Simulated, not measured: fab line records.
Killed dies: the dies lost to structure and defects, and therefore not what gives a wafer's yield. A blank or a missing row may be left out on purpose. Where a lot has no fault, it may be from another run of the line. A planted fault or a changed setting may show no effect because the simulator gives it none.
What tool caused it? || flow sky130 || 33 wafers from 11 lots sampled at 4 of the route's 708 steps

== WHAT EACH GAUGE READ, for each wafer ==
SKY_VIA4_RS_MEAS_19: measures by four-point-probe.
{"lot": "L619", "measured": "day 42 11:12", "on": "film-metro-02", "VIA4_W_RS (ohm/sq)": "0.224 0.226 0.226"}
{"lot": "L618", "measured": "day 42 13:38", "on": "film-metro-02", "VIA4_W_RS (ohm/sq)": "0.222 0.224 0.225"}
{"lot": "L620", "measured": "day 44 00:14", "on": "film-metro-02", "VIA4_W_RS (ohm/sq)": "0.224 0.223 0.225"}
{"lot": "L622", "measured": "day 46 20:31", "on": "film-metro-03", "VIA4_W_RS (ohm/sq)": "0.223 0.227 0.228"}
{"lot": "L628", "measured": "day 46 23:32", "on": "film-metro-03", "VIA4_W_RS (ohm/sq)": "0.266 0.224 0.266"}
{"lot": "L630", "measured": "day 47 01:45", "on": "film-metro-01", "VIA4_W_RS (ohm/sq)": "0.227 0.220 0.229"}
{"lot": "L633", "measured": "day 47 07:41", "on": "film-metro-02", "VIA4_W_RS (ohm/sq)": "0.229 0.222 0.225"}
{"lot": "L634", "measured": "day 47 04:38", "on": "film-metro-01", "VIA4_W_RS (ohm/sq)": "0.229 0.224 0.222"}
{"lot": "L637", "measured": "day 47 13:27", "on": "film-metro-01", "VIA4_W_RS (ohm/sq)": "0.221 0.222 0.229"}
{"lot": "L638", "measured": "day 47 14:20", "on": "film-metro-03", "VIA4_W_RS (ohm/sq)": "0.222 0.228 0.231"}
{"lot": "L641", "measured": "day 48 13:20", "on": "film-metro-03", "VIA4_W_RS (ohm/sq)": "0.231 0.224 0.232"}

== WHICH TOOL RAN EACH LOT (tool, then ch and the chambers of the sampled wafers, then the start) ==
{"lot": "L619", "SKY_VIA3_ETCH_14": "rie-diel-04 ch 0,1, day 39 08:31", "SKY_METAL4_SPUTTER_00": "pvd-sputter-01, day 39 09:53", "SKY_VIA4_CVD_18": "cvd-w-01 ch 0,1, day 42 11:02"}
{"lot": "L618", "SKY_VIA3_ETCH_14": "rie-diel-02 ch 0,1,2, day 39 10:28", "SKY_METAL4_SPUTTER_00": "pvd-sputter-04, day 39 11:50", "SKY_VIA4_CVD_18": "cvd-w-01 ch 0,1, day 42 13:29"}
{"lot": "L620", "SKY_VIA3_ETCH_14": "rie-diel-04 ch 0,1, day 40 23:40", "SKY_METAL4_SPUTTER_00": "pvd-sputter-02, day 41 01:04", "SKY_VIA4_CVD_18": "cvd-w-02 ch 0, day 44 00:05"}
{"lot": "L622", "SKY_VIA3_ETCH_14": "rie-diel-01 ch 0,1,3, day 44 00:58", "SKY_METAL4_SPUTTER_00": "pvd-sputter-01, day 44 02:22", "SKY_VIA4_CVD_18": "cvd-w-02 ch 0,1, day 46 20:22"}
{"lot": "L628", "SKY_VIA3_ETCH_14": "rie-diel-01 ch 0,1,2, day 44 04:39", "SKY_METAL4_SPUTTER_00": "pvd-sputter-01, day 44 06:02", "SKY_VIA4_CVD_18": "cvd-w-01 ch 0,1, day 46 23:22"}
{"lot": "L630", "SKY_VIA3_ETCH_14": "rie-diel-01 ch 0,1,3, day 44 05:57", "SKY_METAL4_SPUTTER_00": "pvd-sputter-04, day 44 07:19", "SKY_VIA4_CVD_18": "cvd-w-02 ch 0,1, day 47 01:36"}
{"lot": "L633", "SKY_VIA3_ETCH_14": "rie-diel-04 ch 0,1, day 44 11:25", "SKY_METAL4_SPUTTER_00": "pvd-sputter-01, day 44 12:46", "SKY_VIA4_CVD_18": "cvd-w-02 ch 0,1, day 47 07:32"}
{"lot": "L634", "SKY_VIA3_ETCH_14": "rie-diel-02 ch 1,2, day 44 10:45", "SKY_METAL4_SPUTTER_00": "pvd-sputter-02, day 44 12:08", "SKY_VIA4_CVD_18": "cvd-w-02 ch 0,1, day 47 04:28"}
{"lot": "L637", "SKY_VIA3_ETCH_14": "rie-diel-01 ch 2,3, day 44 19:19", "SKY_METAL4_SPUTTER_00": "pvd-sputter-01, day 44 20:40", "SKY_VIA4_CVD_18": "cvd-w-02 ch 0,1, day 47 13:17"}
{"lot": "L638", "SKY_VIA3_ETCH_14": "rie-diel-04 ch 0,2, day 44 20:54", "SKY_METAL4_SPUTTER_00": "pvd-sputter-01, day 44 22:16", "SKY_VIA4_CVD_18": "cvd-w-02 ch 0,1, day 47 14:11"}
{"lot": "L641", "SKY_VIA3_ETCH_14": "rie-diel-04 ch 1,2,3, day 45 20:28", "SKY_METAL4_SPUTTER_00": "pvd-sputter-02, day 45 21:53", "SKY_VIA4_CVD_18": "cvd-w-02 ch 0,1, day 48 13:12"}
- SKY_VIA3_ETCH_14: etches BARC in N2/H2, stops on SiO2, time 45.9 s, target depth 60 nm.
- SKY_METAL4_SPUTTER_00: material Ti, target thk 15 nm, time 10 s.
- SKY_VIA4_CVD_18: deposits W, target thk 505 nm, time 152.14 s.

== THE ANSWER, worked out from the rows above alone ==
Rule: the usual values come from the lots themselves. The widest of any qualifying gaps counts: lots, ordered by their means at a reading, are off when they make up no more than a third of the lots, leave a main group of 4 or more, and stand apart from it by 3 or more times the standard deviation of that group's means. If all means in a main group match to the digits the tables above print for the reading, that group is not used. A lot without any number at a reading at which 4 lots or more have one is off too. Any other lot the step has rows for is counted as sound.
Off: at SKY_VIA4_RS_MEAS_19 (VIA4_W_RS), L628. Mean 0.225 ohm/sq and standard deviation 0.0015 in the main group.
If a tool, at a process step before that reading, ran all the lots that are off and no sound lot after the first of them, it fits. Those tools and the gauges at SKY_VIA4_RS_MEAS_19 are tried in the same way. One fits: cvd-w-01 at SKY_VIA4_CVD_18. A fault onset in the window from L618 (day 42 13:29, its last sound lot) to L628 (day 46 23:22, its first lot off) fits.

== WHAT HAD BEEN PUT IN BY THE SIMULATOR ==
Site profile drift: cvd-w-01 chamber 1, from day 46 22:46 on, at SKY_VIA4_CVD_18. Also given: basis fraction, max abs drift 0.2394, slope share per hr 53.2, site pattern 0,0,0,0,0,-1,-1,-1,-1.
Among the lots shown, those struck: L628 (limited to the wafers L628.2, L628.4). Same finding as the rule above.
